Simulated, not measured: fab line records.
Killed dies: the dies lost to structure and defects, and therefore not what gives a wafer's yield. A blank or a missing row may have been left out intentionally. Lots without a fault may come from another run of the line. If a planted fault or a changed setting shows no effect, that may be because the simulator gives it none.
What tool caused it?    flow sky130    6 lots with 18 wafers sampled at 3 steps, on a route of 708 steps

WHAT EACH GAUGE READ, for each wafer
SKY_VIA1_CD_MEAS_12: the cd target is 150 nm.
lot   measured      on        cdNm (nm)
L723  day 33 23:58  cdSem-01  152.3 152.6 154.1
L726  day 34 21:46  cdSem-01  150.3 151.0 149.0
L735  day 37 17:59  cdSem-01  151.2 150.3 150.8
L737  day 38 12:22  cdSem-02  150.7 150.5 151.7
L745  day 41 09:14  cdSem-01  148.2 147.9 147.4
L741  day 41 12:13  cdSem-02  148.9 148.5 149.6

WHAT TOOL EACH LOT RAN ON (gives the tool, then ch and the chambers of the sampled wafers, and finally the start)
lot   SKY_METAL1_SPUTTER_04        SKY_VIA1_EXPOSE_09
L723  pvdSputter-03, day 31 16:03  krfScanner-02 ch 0, day 33 11:09
L726  pvdSputter-03, day 32 14:29  krfScanner-02 ch 0, day 34 08:36
L735  pvdSputter-02, day 35 11:22  krfScanner-02 ch 0, day 37 05:31
L737  pvdSputter-02, day 36 07:21  krfScanner-02 ch 0, day 38 00:14
L745  pvdSputter-01, day 39 06:03  krfScanner-01 ch 0, day 40 21:04
L741  pvdSputter-02, day 39 08:54  krfScanner-01 ch 0, day 41 00:16
- SKY_METAL1_SPUTTER_04: material TiN, target thk 70 nm, time 58.3 s.
- SKY_VIA1_EXPOSE_09: exposes mask VIM, target cd 150 nm.

THE ANSWER, worked out from the rows above alone
Rule: what is usual is taken from the lots themselves. The widest of any qualifying gaps counts: lots, ordered by their means at a reading, are off when they make up no more than a third of the lots, leave a main group of 4 or more, and stand apart from it by 3 or more times the standard deviation of that group's means. A main group whose means are all the same, to the digits that the tables above print for the reading, isn't used. A lot without any number at a reading at which 4 lots or more have one is off too. All remaining lots with rows at the step are treated as sound.
None of the lots is off at any reading shown; this tells nothing.

WHAT THE SIMULATOR PUT IN
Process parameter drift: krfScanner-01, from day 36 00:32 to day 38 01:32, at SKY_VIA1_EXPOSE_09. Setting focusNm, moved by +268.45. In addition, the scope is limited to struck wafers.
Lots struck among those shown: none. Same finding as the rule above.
